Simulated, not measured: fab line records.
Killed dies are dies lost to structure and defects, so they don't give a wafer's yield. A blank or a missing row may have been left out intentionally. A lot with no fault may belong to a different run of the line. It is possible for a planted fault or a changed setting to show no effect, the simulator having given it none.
Problem report, 8D (eight disciplines) form, completed by code	flow sky130	the parts of the form that need people (team, actions taken, sign-off) are left out

== 1. THE ISSUE ==
Mean CAP2M_CVD_00_THK at SKY_CAP2M_THK_MEAS_01: 13.52 nm over 2 wafers in 2 lots; fault-free wafers: 15.56 nm, standard deviation 0.22. Measured from the usual mean, that is -9.3 standard deviations.
First seen on wafer L933.4, day 44 07:25, on film-metro-01. At this step, 33 wafers from 11 lots have a number in the record. By rule, "out" or "out of limits" means more than 4 standard deviations away from the usual mean. Any other wafer with a number is counted as sound.

== 2. WHAT IT IS AND WHAT IT IS NOT ==
question	is	is not
which readings at this step	CAP2M_CVD_00_THK	-
which lots	L933, L936	L920, L921, L923, L927, L928, L929, L939, L940, L941
which wafers of those lots	L933.4, L936.2	L933.3, L933.5, L936.3, L936.5
read on which gauges	film-metro-01, film-metro-03	film-metro-02
when	from day 44 07:25	up to then (20 sound wafers); but 11 sound wafers of L936, L939, L940, L941 came after

== 3. SUSPECTS, AND WHAT RULES EACH OUT ==
Counting: a tool at a process step up to the reading stays a suspect if it ran every lot that is out. Sound lots after the first of them don't rule it out here, since some wafers of a struck lot are sound.
- ruled out: the gauge at SKY_CAP2M_THK_MEAS_01. Those wafers that are out were read across 2 gauges (film-metro-01, film-metro-03).
- pecvd-02 at SKY_CAP2M_CVD_00 (deposits SiO2, target thk 15.5 nm): kept. It ran every lot that is out, first L933 (day 44 07:22); its last sound lot up to then is L929 (day 43 08:47).
- Within pecvd-02 at SKY_CAP2M_CVD_00, the wafers that are out were processed in chamber 0 and their sound lot-mates in chamber 1.
The count leaves pecvd-02 at SKY_CAP2M_CVD_00.

== 4. THE CAUSE (what the simulator had put in) ==
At SKY_CAP2M_CVD_00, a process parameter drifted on pecvd-02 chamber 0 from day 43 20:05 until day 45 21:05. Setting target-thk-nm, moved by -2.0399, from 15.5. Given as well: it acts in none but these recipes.
Counting left only this tool.

== 5. SEQUENCE OF EFFECTS, ordered by route ==
One row per reading whose mean, taken over the struck wafers that have a number, lies over 3 standard deviations from the usual. Only readings for which the record gives a usual standard deviation are gone through. hours: the time from each lot's start at the first step in this table that gives one to its start at this step, as a median over the lots. sigmas: the change in usual standard deviations.
hours	step	reading	usual	on struck wafers	change	sigmas
0	SKY_CAP2M_THK_MEAS_01	CAP2M_CVD_00_THK	15.56 nm	13.52	-2.04	-9.3
43	SKY_METAL4_ETCH_17	oes-product-au	0.756 a.u.	0.705	-0.051	-7.2
Here are the process steps it includes:
- SKY_METAL4_ETCH_17: etches SiO2 in C4F8/O2/Ar, stops on TiN, time 3.9 s, target depth 15 nm.

== 6. HOW IT WOULD HAVE BEEN CAUGHT EARLIER ==
The first out-of-limits reading at a measuring or inspecting step in this record came at day 44 07:25, 11 hours after the fault's start at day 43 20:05.
An alarm limit of 4 standard deviations would not have fired on the tool readings at SKY_CAP2M_CVD_00 for which the record gives a usual standard deviation, since none of them was out on any struck wafer.
Lots out: 2; of these, L936 started SKY_CAP2M_CVD_00 on pecvd-02 after day 44 07:25. A hold on the tool at that time would have spared it.
